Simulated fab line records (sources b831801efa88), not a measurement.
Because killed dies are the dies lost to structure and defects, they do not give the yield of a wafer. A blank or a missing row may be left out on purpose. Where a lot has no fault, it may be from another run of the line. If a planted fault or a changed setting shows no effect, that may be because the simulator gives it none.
Chamber matching + flow gf180mcu + GF_V2_CMP_04 on cmp-02: 4 sister chambers
The step polishes SiO2. 8 wafers are shown with their chamber, then 7 later ones without.

## WAFERS, EACH WITH ITS CHAMBER
| wafer  | chamber | motorCurrentA (A) | retainingRingPressureFrac |
|--------|---------|-------------------|---------------------------|
| L712.3 | 3       | 15.5              | 0.989                     |
| L716.6 | 0       | 15.8              | 1.005                     |
| L720.2 | 2       | 14.1              | 1.002                     |
| L721.1 | 0       | 15.4              | 1.001                     |
| L721.2 | 1       | 14.1              | 1.000                     |
| L721.3 | 2       | 14.1              | 0.998                     |
| L723.2 | 3       | 14.8              | 0.999                     |
| L723.4 | 1       | 13.3              | 1.002                     |

## WAFERS WITHOUT THEIR CHAMBER
| wafer  | motorCurrentA (A) | retainingRingPressureFrac |
|--------|-------------------|---------------------------|
| L723.6 | 15.5              | 1.007                     |
| L730.2 | 13.9              | 0.997                     |
| L730.5 | 16.1              | 1.002                     |
| L730.6 | 13.5              | 0.998                     |
| L734.3 | 15.9              | 0.993                     |
| L734.4 | 15.3              | 0.998                     |
| L734.6 | 15.0              | 0.998                     |

## WHICH CHAMBER EACH WENT THROUGH
| wafer  | from the rows above          | in truth |
|--------|------------------------------|----------|
| L723.6 | 0                            | 0        |
| L730.2 | can't be placed: 2 or 1      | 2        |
| L730.5 | can't be placed: 0 or 3      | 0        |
| L730.6 | can't be placed: 1 or 2      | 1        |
| L734.3 | can't be placed: 3 or 0      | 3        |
| L734.4 | can't be placed: 3 or 0 or 2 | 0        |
| L734.6 | can't be placed: 3 or 0 or 2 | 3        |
1 of 7 placed correctly. Cannot be placed on the basis of these rows: 6; the candidates contain the true chamber in 6. 0 placed wrongly.
How it was worked out, from the rows above alone: a wafer's distance from a chamber is the root of the sum, over the readings, of the square of ((its reading less the chamber's mean) divided by the reading's scatter). If the next closest chamber is less than 2 further off than the closest, the wafer can't be placed; otherwise it belongs to the closest. Each chamber's mean is taken over the wafers shown for it. The scatter: the root of (the sum of the squares of (reading less its chamber's mean) over the shown wafers, divided by (wafers less chambers)).
